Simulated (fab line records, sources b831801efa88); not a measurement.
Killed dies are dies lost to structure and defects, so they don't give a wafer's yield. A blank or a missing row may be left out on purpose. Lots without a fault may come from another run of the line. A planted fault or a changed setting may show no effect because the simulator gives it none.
Chamber matching | flow sky130 | SKY_LI_CONTACT_CMP_02 on cmp-01: 4 sister chambers
The step polishes PSG. 7 wafers are shown with their chamber, then 8 later ones without.

WAFERS WITH THEIR CHAMBER
wafer  | chamber | motor_current_A (A) | time_to_endpoint_s (s)
L969.5 | 0       | 12.2                | 39
L982.5 | 3       | 12.9                | 38
L982.6 | 2       | 9.2                 | 36
L983.1 | 3       | 12.2                | 35
L983.2 | 1       | 11.2                | 43
L983.4 | 2       | 9.1                 | 34
L984.1 | 0       | 12.2                | 43

WAFERS WITHOUT THEIR CHAMBER
wafer  | motor_current_A (A) | time_to_endpoint_s (s)
L984.4 | 13.1                | 39
L984.6 | 13.4                | 39
L986.2 | 9.4                 | 40
L986.3 | 12.3                | 37
L986.4 | 12.9                | 43
L987.3 | 11.0                | 44
L987.4 | 8.7                 | 37
L987.5 | 11.1                | 41

WHICH CHAMBER EACH WENT THROUGH
wafer  | from the rows above     | in truth
L984.4 | can't be placed: 3 or 0 | 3
L984.6 | can't be placed: 3 or 0 | 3
L986.2 | 2                       | 2
L986.3 | can't be placed: 3 or 0 | 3
L986.4 | can't be placed: 0 or 3 | 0
L987.3 | 1                       | 1
L987.4 | 2                       | 2
L987.5 | 1                       | 1
Placed correctly: 4 of 8. Can't be placed from these rows: 4 (the true chamber is among the candidates in 4). Placed wrongly: 0.
How it was worked out, from the rows above alone: a wafer's distance from a chamber is the root of the sum, over the readings, of the square of ((its reading less the chamber's mean) divided by the reading's scatter). The wafer belongs to the nearest chamber; if the next one is less than 2 further off, it can't be placed. A chamber's mean is the mean of its shown wafers. The scatter: the root of (the sum of the squares of (reading less its chamber's mean) over the shown wafers, divided by (wafers less chambers)).
